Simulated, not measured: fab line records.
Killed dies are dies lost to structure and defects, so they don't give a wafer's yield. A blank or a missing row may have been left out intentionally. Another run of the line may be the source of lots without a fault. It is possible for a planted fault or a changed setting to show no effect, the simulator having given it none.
Matching of chambers    flow gf180mcu    GF_V2_CMP_04 on cmp-01 has 4 sister chambers
The step polishes SiO2. 24 wafers are shown with their chamber, then 12 later ones without.

EACH WAFER AND ITS CHAMBER
wafer   chamber  motor_current_A (A)  time_to_endpoint_s (s)  retaining_ring_pressure_frac
L074.2  3        11.5                 78                      1.006
L074.5  3        11.2                 88                      1.001
L074.6  2        12.4                 79                      1.001
L075.3  2        12.7                 82                      1.001
L075.5  1        10.0                 75                      0.997
L075.6  2        12.2                 82                      1.004
L079.2  3        10.5                 76                      0.997
L079.3  2        12.2                 72                      1.002
L079.4  1        9.8                  87                      0.999
L081.4  3        11.0                 72                      0.995
L081.5  2        12.7                 76                      0.996
L081.6  3        11.8                 79                      1.003
L082.2  0        10.1                 80                      1.002
L082.3  1        9.8                  70                      0.999
L082.4  3        11.4                 81                      0.995
L086.3  0        10.4                 82                      0.997
L086.4  3        11.6                 83                      0.998
L086.5  0        10.2                 80                      0.997
L087.2  3        11.1                 76                      1.001
L087.3  1        10.8                 72                      1.001
L087.4  0        10.3                 82                      1.004
L088.3  1        9.9                  81                      1.004
L088.5  1        9.5                  81                      0.999
L088.6  0        9.9                  90                      1.002

SIGNATURES (means of the wafers above)
reading                       chamber 0  chamber 1  chamber 2  chamber 3  scatter within a chamber
motor_current_A               10.180     9.967      12.440     11.262     0.356
time_to_endpoint_s            82.80      77.67      78.20      79.12      5.09
retaining_ring_pressure_frac  1.00040    0.99983    1.00080    0.99950    0.00326
Rule: a wafer lies at a distance from a chamber equal to the root of the sum of squares, over the readings, of (its reading less the chamber's mean, divided by the reading's scatter). If the next closest chamber is less than 2 further off than the closest, the wafer can't be placed; otherwise it belongs to the closest. The scatter: take each reading less its chamber's mean, square it, sum over the shown wafers, divide by the number of wafers less the number of chambers, and take the root.

WAFERS WITH NO CHAMBER GIVEN
wafer   motor_current_A (A)  time_to_endpoint_s (s)  retaining_ring_pressure_frac
L090.2  9.6                  77                      1.003
L090.3  10.2                 84                      0.997
L090.4  12.3                 83                      0.995
L095.2  11.2                 70                      0.995
L095.5  10.0                 88                      1.010
L095.6  9.3                  82                      0.999
L096.2  11.9                 84                      1.007
L096.3  9.2                  77                      1.001
L096.5  11.1                 87                      1.007
L097.1  11.4                 77                      1.001
L097.3  11.7                 71                      0.985
L097.5  12.3                 82                      1.000

WHICH CHAMBER EACH ONE RAN IN
wafer   from the rows above                in truth
L090.2  can't be placed: 1 or 0            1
L090.3  can't be placed: 0 or 1            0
L090.4  can't be placed: 2 or 3            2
L095.2  can't be placed: 3 or 1 or 0 or 2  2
L095.5  can't be placed: 0 or 1 or 3       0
L095.6  can't be placed: 1 or 0            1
L096.2  can't be placed: 2 or 3            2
L096.3  can't be placed: 1 or 0            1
L096.5  can't be placed: 3 or 0 or 1 or 2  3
L097.1  3                                  3
L097.3  can't be placed: 3 or 2 or 0 or 1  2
L097.5  2                                  2
Placed correctly: 2 of 12. Can't be placed from these rows: 10 (the true chamber is among the candidates in 10). Number placed wrongly: 0.
